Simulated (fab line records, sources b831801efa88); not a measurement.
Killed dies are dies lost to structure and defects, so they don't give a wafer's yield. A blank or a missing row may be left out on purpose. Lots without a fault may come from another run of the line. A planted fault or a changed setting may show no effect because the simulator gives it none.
A struck lot beside a sound one | flow sfq_line | 42 steps out of a route of 325
Sound: wafers L649.1, L649.2, L649.6. Struck: wafers L656.1, L656.3, L656.4. The cause comes at the end.
At each step with rows: each side's tool, then ch and its chambers, then its first start. Under that, the readings that differ: sound wafers | struck wafers | difference of the means | sigmas: that difference in standard deviations of wafers without a fault.
alike: readings whose means differ by less than 2 such deviations, and words and numbers that are the same on both sides. not compared: withheld readings, readings that some wafer has no value for, bounds like >300 that may hide the same value, and numbers for which the record gives no deviation and whose values overlap.
The two part at a step that has a row with sigmas, a row that says differs or no value, or rows on one side only. Numbers that don't overlap but have no deviation are shown without sigmas and don't part them. A reading that every wafer of one side lacks parts them only if that side has two wafers or more.

first, 6 steps without rows for these wafers: SFQ_TRILAYER_I1_VIA_LITHO_COAT_054 (resist thk 62 nm); SFQ_TRILAYER_I1_VIA_LITHO_COAT_049 (resist thk 650 nm); SFQ_TRILAYER_I1_VIA_LITHO_SOFTBAKE_053; SFQ_TRILAYER_I1_VIA_LITHO_EXPOSE_050 (exposes mask I1, target cd 500 nm); SFQ_TRILAYER_I1_VIA_LITHO_PEB_052 (peb time 60 s); SFQ_TRILAYER_I1_VIA_LITHO_DEVELOP_051 (time 60 s).
SFQ_I1_OVL_MEAS_913:
  sound on overlay-01, day 26 22:19; struck on overlay-02, day 35 03:07
  alike: I1_OVL
SFQ_TRILAYER_I1_VIA_BARC_OPEN_VIA_ETCH_071: etches BARC in O2, target depth 125 nm, time 41.7 s.
  sound on rie_diel-01 ch 1,2, day 26 22:21; struck on rie_diel-04 ch 1,2, day 35 03:09
  alike: drypump_motor_current_A, oes_product_au
  not compared: rf_hours_counter_h
SFQ_TRILAYER_I1_VIA_ETCH_VIA_ETCH_052: etches SiO2 in CHF3, stops on Nb, target depth 260 nm.
  sound on rie_diel-01 ch 1,2, day 26 22:23; struck on rie_diel-04 ch 1,2, day 35 03:11
  alike: drypump_motor_current_A, oes_product_au
then, 3 steps without rows for these wafers: SFQ_TRILAYER_I1_VIA_STRIP_STRIP_053 (strips in O2); SFQ_TRILAYER_I1_VIA_STRIP_SOLV_CLEAN_054 (cleans in NMP, time 600 s); SFQ_TRILAYER_M2_DEP_PRE_CLEAN_056 (time 22.5 s).
SFQ_TRILAYER_M2_DEP_SPUTTER_055: material Nb, target thk 200 nm, time 133.3 s.
  sound on pvd_sputter-06, day 26 23:55; struck on pvd_sputter-06, day 35 04:07
  reading                                             | sound                | struck               | difference | sigmas
  cathode_dc_power_W (W)                              | 2000.1 1999.9 1999.3 | 1721.5 1721.3 1721.9 | -278.2     | -99 or more
  model.Nb_of_TRILAYER_M2_DEP_SPUTTER_055.thk_nm (nm) | 200.3 200.6 200.7    | 170.5 168.9 167.1    | -31.7      |
  alike: chamber_pressure_pa, throttle_valve_pct
SFQ_M2_RS_MEAS_914: measures by four-point-probe.
  sound on film_metro-02, day 27 00:00; struck on film_metro-02, day 35 04:13
  reading           | sound             | struck            | difference | sigmas
  M2_NB_RS (ohm/sq) | 0.892 0.890 0.888 | 1.048 1.059 1.069 | +0.169     | +14
then, 6 steps without rows for these wafers: SFQ_TRILAYER_M2_LITHO_COAT_062 (resist thk 62 nm); SFQ_TRILAYER_M2_LITHO_COAT_057 (resist thk 600 nm); SFQ_TRILAYER_M2_LITHO_SOFTBAKE_061; SFQ_TRILAYER_M2_LITHO_EXPOSE_058 (exposes mask M2, target cd 500 nm); SFQ_TRILAYER_M2_LITHO_PEB_060 (peb time 60 s); SFQ_TRILAYER_M2_LITHO_DEVELOP_059 (time 60 s).
SFQ_M2_OVL_MEAS_916:
  sound on overlay-02, day 27 10:54; struck on overlay-01, day 35 07:59
  alike: M2_OVL
then, 1 step without rows for these wafers: SFQ_TRILAYER_M2_BARC_OPEN_METAL_ETCH_077 (etches BARC in O2, target depth 125 nm, time 41.7 s).
SFQ_TRILAYER_M2_ETCH_METAL_ETCH_060: etches Nb in Cl2/Ar, stops on SiO2, target depth 240 nm, time 120 s.
  sound on rie_metal-02 ch 0,1, day 27 11:00; struck on rie_metal-01 ch 0,1, day 35 08:06
  reading               | sound             | struck            | difference | sigmas
  oes_product_au (a.u.) | 0.886 0.886 0.894 | 0.813 0.814 0.804 | -0.078     | -10
  alike: drypump_motor_current_A, he_backside_leak_sccm
  not compared: rf_hours_counter_h
then, 3 steps without rows for these wafers: SFQ_TRILAYER_M2_STRIP_STRIP_061 (strips in O2); SFQ_TRILAYER_M2_STRIP_SOLV_CLEAN_062 (cleans in NMP, time 600 s); SFQ_TRILAYER_I2_DEP_PECVD_063 (deposits SiO2 from SiH4/N2O, time 111.11 s, target thk 500 nm).
SFQ_TRILAYER_I2_CMP_CMP_064: polishes SiO2.
  sound on cmp-02 ch 0,2, day 27 13:17; struck on cmp-01 ch 1,2,3, day 35 09:19
  alike: motor_current_A, retaining_ring_pressure_frac, time_to_endpoint_s
SFQ_I2_BOW_MEAS_917:
  sound on film_metro-04, day 27 15:47; struck on film_metro-02, day 35 12:19
  alike: I2_BOW
SFQ_TRILAYER_I2_METRO_MEASURE_065:
  sound on film_metro-04, day 27 15:54; struck on film_metro-02, day 35 12:26
  alike: thk_nm
then, 6 steps without rows for these wafers: SFQ_TRILAYER_I2_VIA_LITHO_COAT_072 (resist thk 62 nm); SFQ_TRILAYER_I2_VIA_LITHO_COAT_067 (resist thk 650 nm); SFQ_TRILAYER_I2_VIA_LITHO_SOFTBAKE_071; SFQ_TRILAYER_I2_VIA_LITHO_EXPOSE_068 (exposes mask I2, target cd 500 nm); SFQ_TRILAYER_I2_VIA_LITHO_PEB_070 (peb time 60 s); SFQ_TRILAYER_I2_VIA_LITHO_DEVELOP_069 (time 60 s).
-- the record jumps here: 6 days lie between the struck wafers' starts before and after --
SFQ_I2_OVL_MEAS_918:
  sound on overlay-01, day 33 14:59; struck on overlay-02, day 41 12:55
  alike: I2_OVL
then, 1 step without rows for these wafers: SFQ_TRILAYER_I2_VIA_BARC_OPEN_VIA_ETCH_096 (etches BARC in O2, target depth 125 nm, time 41.7 s).
SFQ_TRILAYER_I2_VIA_ETCH_VIA_ETCH_070: etches SiO2 in CHF3, stops on Nb, target depth 260 nm.
  sound on rie_diel-02 ch 1,3, day 33 15:04; struck on rie_diel-04 ch 0,2,3, day 41 12:59
  alike: drypump_motor_current_A, oes_product_au
then, 3 steps without rows for these wafers: SFQ_TRILAYER_I2_VIA_STRIP_STRIP_071 (strips in O2); SFQ_TRILAYER_I2_VIA_STRIP_SOLV_CLEAN_072 (cleans in NMP, time 600 s); SFQ_TRILAYER_M3_DEP_PRE_CLEAN_074 (time 22.5 s).
-- the record jumps here: 44 days lie between the struck wafers' starts before and after --
SFQ_M8_BOW_MEAS_951:
  sound on film_metro-03, day 84 15:50; struck on film_metro-02, day 85 14:38
  reading                 | sound                | struck            | difference | sigmas
  M8_BOW (um)             | 2 -7 7               | 29 32 13          | +24        | +3
  model.etest.m2.ohm_um   | 1.772 1.771 1.777    | 2.082 2.11 2.12   | +0.331     |
  model.etest.i1.link_ohm | 1.975 1.968 1.975    | 2.136 2.155 2.165 | +0.179     |
  model.etest.i2.link_ohm | 1.974 1.984 1.988    | 2.121 2.122 2.145 | +0.147     |
  model.etest.m2.ohm_sq   | 0.8882 0.8871 0.8864 | 1.044 1.053 1.065 | +0.167     |

WHERE THEY PART
First at SFQ_TRILAYER_M2_DEP_SPUTTER_055; last, within this record, at SFQ_M8_BOW_MEAS_951.

WHY: what the simulator had put in
Process parameter drift: pvd_sputter-06, from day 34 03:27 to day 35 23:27, at SFQ_TRILAYER_M2_DEP_SPUTTER_055. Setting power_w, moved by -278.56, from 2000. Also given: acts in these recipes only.
